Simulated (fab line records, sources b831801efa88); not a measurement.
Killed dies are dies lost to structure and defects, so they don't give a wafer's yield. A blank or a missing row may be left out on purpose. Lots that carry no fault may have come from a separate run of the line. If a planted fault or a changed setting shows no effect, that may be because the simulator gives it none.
Chamber matching | flow gf180mcu | GF_STI_ETCH_13 on rie-diel-03 has 4 sister chambers
The step etches the open film in CHF3/O2, stops on Si, target depth 282.31 nm, time 112.9 s. 4 wafers are shown with their chamber, then 8 later ones without.

WAFERS, EACH WITH ITS CHAMBER
wafer  | chamber | drypump-motor-current-A (A)
L841.2 | 3       | 5.2
L844.3 | 2       | 5.7
L844.5 | 1       | 6.3
L846.1 | 0       | 5.8

WAFERS WHOSE CHAMBER IS MISSING
wafer  | drypump-motor-current-A (A)
L846.3 | 5.7
L846.5 | 6.3
L848.2 | 5.7
L848.4 | 6.2
L848.6 | 5.8
L856.1 | 5.7
L856.2 | 5.2
L856.6 | 6.3

CHAMBER TAKEN BY EACH
wafer  | from the rows above | in truth
L846.3 | 2                   | 2
L846.5 | 1                   | 1
L848.2 | 2                   | 2
L848.4 | 1                   | 1
L848.6 | 0                   | 0
L856.1 | 2                   | 2
L856.2 | 3                   | 3
L856.6 | 1                   | 1
Placed correctly: 8 of 8. Left unplaced by these rows: 0. 0 placed wrongly.
How it was worked out, from the rows above alone: a wafer's distance from a chamber is the root of the sum, over the readings, of the square of ((its reading less the chamber's mean) divided by the reading's scatter). If the next closest chamber is less than 2 further off than the closest, the wafer can't be placed; otherwise it belongs to the closest. Each chamber's mean is taken over the wafers shown for it. The scatter: root of mean squared gap, hidden wafer to nearest shown wafer, with one shown wafer a chamber.
